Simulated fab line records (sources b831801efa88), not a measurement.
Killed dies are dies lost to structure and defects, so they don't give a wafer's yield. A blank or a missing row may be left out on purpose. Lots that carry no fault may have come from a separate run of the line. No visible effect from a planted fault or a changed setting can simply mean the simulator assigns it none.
8D (eight disciplines) problem report, filled in by code    flow sfq_line    the parts of the form that need people (team, actions taken, sign-off) are left out

== 1. WHAT WENT WRONG ==
Wafers without a fault read 148.5 s, standard deviation 0.56; run_length_s at SFQ_TRILAYER_M0_ETCH_METAL_ETCH_024 reads a mean of 154.1 s on 4 wafers belonging to 2 lots. That is +10 standard deviations from the usual mean.
The step: etches Nb in Cl2/Ar, stops on SiO2, target depth 240 nm, time 120 s.
First seen on wafer L416.3, day 17 18:14, on rie_metal-03. The record holds 42 wafers of 14 lots with a number at this step. Rule for "out", or "out of limits": more than 4 standard deviations from the usual mean. The rest of the wafers with a number are treated as sound.

== 2. WHAT IT IS, WHAT IT ISN'T ==
question                     is                              is not
which readings at this step  run_length_s                    drypump_motor_current_A
which lots                   L416, L417                      L401, L402, L403, L406, L408, L410, L413, L414, L421, L422, L423, L424
which wafers of those lots   L416.3, L416.6, L417.1, L417.6  L416.5, L417.2
read on which tools          rie_metal-03                    rie_metal-01, rie_metal-04
when                         from day 17 18:14               up to then (25 sound wafers); but 13 sound wafers of L417, L421, L422, L423, L424 came after

== 3. THE SUSPECTS, EACH WITH WHAT RULES IT OUT ==
Counting: a tool at a process step up to the reading stays a suspect if it ran every lot that is out. Sound lots after the first of them don't rule it out here, since some wafers of a struck lot are sound.
- rie_metal-03 at SFQ_TRILAYER_M0_ETCH_METAL_ETCH_024 (etches Nb in Cl2/Ar, stops on SiO2, target depth 240 nm, time 120 s): kept. Every lot that is out went through it, the first being L416 (day 17 18:14); the last sound lot it ran before that was L414 (day 16 15:48). Its own run_length_s readings are out on those wafers.
- The sound lot-mates ran in chamber 1 of rie_metal-03 at SFQ_TRILAYER_M0_ETCH_METAL_ETCH_024, but the wafers that are out ran in chamber 0.
Left after counting: rie_metal-03 at SFQ_TRILAYER_M0_ETCH_METAL_ETCH_024.

== 4. THE CAUSE (what the simulator had put in) ==
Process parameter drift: rie_metal-03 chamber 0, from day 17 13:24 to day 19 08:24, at SFQ_TRILAYER_M0_ETCH_METAL_ETCH_024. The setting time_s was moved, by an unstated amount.
The count eliminated every tool but this one.

== 5. THE EFFECT CHAIN, in route order ==
One row per reading whose mean, taken over the struck wafers that have a number, lies over 3 standard deviations from the usual. Only readings whose record carries a usual standard deviation are examined. hours: median over the lots of the time between each lot's start at the first step of this table that gives one and its start at this step. sigmas: the change, counted in usual standard deviations.
hours  step                                 reading         usual       on struck wafers  change  sigmas
0      SFQ_TRILAYER_M0_ETCH_METAL_ETCH_024  oes_product_au  0.896 a.u.  0.871             -0.025  -3.7
0      SFQ_TRILAYER_M0_ETCH_METAL_ETCH_024  run_length_s    148.5 s     154.1             +5.6    +10
The process steps in it:
- SFQ_TRILAYER_M0_ETCH_METAL_ETCH_024: etches Nb in Cl2/Ar, stops on SiO2, target depth 240 nm, time 120 s.

== 6. WHAT WOULD HAVE CAUGHT IT SOONER ==
The fault began at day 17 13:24; the first out-of-limits reading in this record came at day 17 18:14, 5 hours later.
